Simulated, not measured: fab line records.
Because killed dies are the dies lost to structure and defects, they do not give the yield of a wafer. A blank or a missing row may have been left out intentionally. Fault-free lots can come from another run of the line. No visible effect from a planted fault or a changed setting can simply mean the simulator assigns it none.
Matching of chambers || flow gf180mcu || GF_V2_CVD_02 on pecvd-01: 3 sister chambers
The step deposits SiO2 from TEOS, target thk 850 nm, time 94.851 s. 14 wafers are shown with their chamber, then 7 later ones without.

## EACH WAFER AND ITS CHAMBER
{"wafer": "L075.4", "chamber": 1, "heater-power-w (W)": 683}
{"wafer": "L075.5", "chamber": 0, "heater-power-w (W)": 490}
{"wafer": "L075.6", "chamber": 2, "heater-power-w (W)": 812}
{"wafer": "L080.1", "chamber": 0, "heater-power-w (W)": 612}
{"wafer": "L080.2", "chamber": 1, "heater-power-w (W)": 662}
{"wafer": "L080.3", "chamber": 2, "heater-power-w (W)": 694}
{"wafer": "L080.4", "chamber": 1, "heater-power-w (W)": 689}
{"wafer": "L080.5", "chamber": 2, "heater-power-w (W)": 758}
{"wafer": "L080.6", "chamber": 0, "heater-power-w (W)": 480}
{"wafer": "L081.2", "chamber": 2, "heater-power-w (W)": 820}
{"wafer": "L081.3", "chamber": 0, "heater-power-w (W)": 494}
{"wafer": "L081.6", "chamber": 2, "heater-power-w (W)": 842}
{"wafer": "L084.1", "chamber": 1, "heater-power-w (W)": 678}
{"wafer": "L084.2", "chamber": 0, "heater-power-w (W)": 506}

SIGNATURES, as means of the wafers listed above
{"reading": "heater-power-w", "chamber 0": 516.40, "chamber 1": 678.00, "chamber 2": 785.20, "scatter within a chamber": 49}
Rule: for a wafer and a chamber, the distance is found by dividing, reading by reading, the gap between the wafer's reading and the chamber's mean by the reading's scatter, squaring, summing and taking the root. The wafer belongs to the nearest chamber; if the next one is less than 2 further off, it can't be placed. How the scatter is found: for the shown wafers, subtract from each reading the mean of its chamber, square and add these, divide the total by (wafers less chambers), then take the root.

## WAFERS WITH NO CHAMBER GIVEN
{"wafer": "L084.3", "heater-power-w (W)": 551}
{"wafer": "L087.2", "heater-power-w (W)": 658}
{"wafer": "L087.5", "heater-power-w (W)": 535}
{"wafer": "L087.6", "heater-power-w (W)": 860}
{"wafer": "L092.2", "heater-power-w (W)": 840}
{"wafer": "L092.4", "heater-power-w (W)": 668}
{"wafer": "L092.6", "heater-power-w (W)": 592}

## WHICH CHAMBER EACH WENT THROUGH
{"wafer": "L084.3", "from the rows above": "can't be placed: 0 or 1", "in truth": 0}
{"wafer": "L087.2", "from the rows above": 1, "in truth": 1}
{"wafer": "L087.5", "from the rows above": 0, "in truth": 0}
{"wafer": "L087.6", "from the rows above": 2, "in truth": 2}
{"wafer": "L092.2", "from the rows above": 2, "in truth": 2}
{"wafer": "L092.4", "from the rows above": 1, "in truth": 1}
{"wafer": "L092.6", "from the rows above": "can't be placed: 0 or 1", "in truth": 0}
Correctly placed: 5 of 7. These rows do not allow placing 2 (true chamber among the candidates in 2). Wrongly placed: 0.
